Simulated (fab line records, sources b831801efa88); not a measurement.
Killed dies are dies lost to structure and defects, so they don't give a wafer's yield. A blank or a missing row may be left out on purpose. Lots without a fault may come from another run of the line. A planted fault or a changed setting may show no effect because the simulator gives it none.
Which tool did it? | flow sky130 | 6 lots, 18 wafers sampled, at 3 steps of a route of 708

WHAT THE GAUGES READ, wafer by wafer
SKY_NWELL_RS_MEAS_29: measures by four-point-probe.
lot  | measured     | on            | NWELL_RS (ohm/sq)
L643 | day 5 15:59  | film_metro-04 | 625.0 623.7 627.2
L649 | day 7 07:53  | film_metro-03 | 614.2 613.9 612.0 614.7 613.8 614.4
L659 | day 9 14:51  | film_metro-04 | 625.3 624.2 624.3
L661 | day 10 01:37 | film_metro-01 | 624.4 624.0 623.7
L663 | day 10 19:35 | film_metro-04 | 623.9 624.8 625.6
L665 | day 11 07:09 | film_metro-03 | 624.9 624.2 626.0

WHICH TOOL RAN EACH LOT (tool, then ch and the chambers of the sampled wafers, then the start)
lot  | SKY_FIELD_ISO_ETCH_14             | SKY_NWELL_IMPLANT_11
L643 | rie_diel-03 ch 1,2,3, day 2 11:25 | implanter-02 ch 0, day 4 21:01
L649 | rie_diel-01 ch 0,2,3, day 3 21:11 | implanter-02 ch 0, day 6 11:20
L659 | rie_diel-04 ch 0,1,2, day 5 21:58 | implanter-01 ch 0, day 8 17:20
L661 | rie_diel-01 ch 0,1,2, day 6 07:47 | implanter-03 ch 0, day 9 02:37
L663 | rie_diel-01 ch 2,3, day 6 21:41   | implanter-01 ch 0, day 9 19:49
L665 | rie_diel-04 ch 0,1,2, day 7 05:04 | implanter-03 ch 0, day 10 06:34
- SKY_FIELD_ISO_ETCH_14: etches BARC in N2/H2, stops on SiO2, time 45.9 s, target depth 60 nm.
- SKY_NWELL_IMPLANT_11

THE ANSWER, worked out from the rows above alone
Rule: what is usual is taken from the lots themselves. Put in order of their means at a reading, lots are off if they are a third of the lots or fewer, leave a main group of 4 or more, and stand apart from it by a gap of 3 or more times the standard deviation of the main group's means; of several such gaps the widest counts. A main group whose means are all the same, to the digits that the tables above print for the reading, isn't used. A lot without any number at a reading at which 4 lots or more have one is off too. The other lots that the step has rows for count as sound.
Off: L649, at SKY_NWELL_RS_MEAS_29 (NWELL_RS). The main group: mean 624.7 ohm/sq, standard deviation 0.43.
A tool fits if, at a process step before that reading, it ran every lot that is off, and no sound lot after the first of them. The gauges at SKY_NWELL_RS_MEAS_29 are tried like those tools. One fits: implanter-02 at SKY_NWELL_IMPLANT_11. Its last sound lot is L643 (day 4 21:01), its first lot that is off L649 (day 6 11:20): a fault that began between those two fits.

WHAT THE SIMULATOR HAD PUT IN
Process parameter drift: implanter-02, from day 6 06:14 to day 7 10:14, at SKY_NWELL_IMPLANT_11. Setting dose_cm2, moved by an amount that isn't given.
Lots struck among those shown: L649. The rule above found the same.
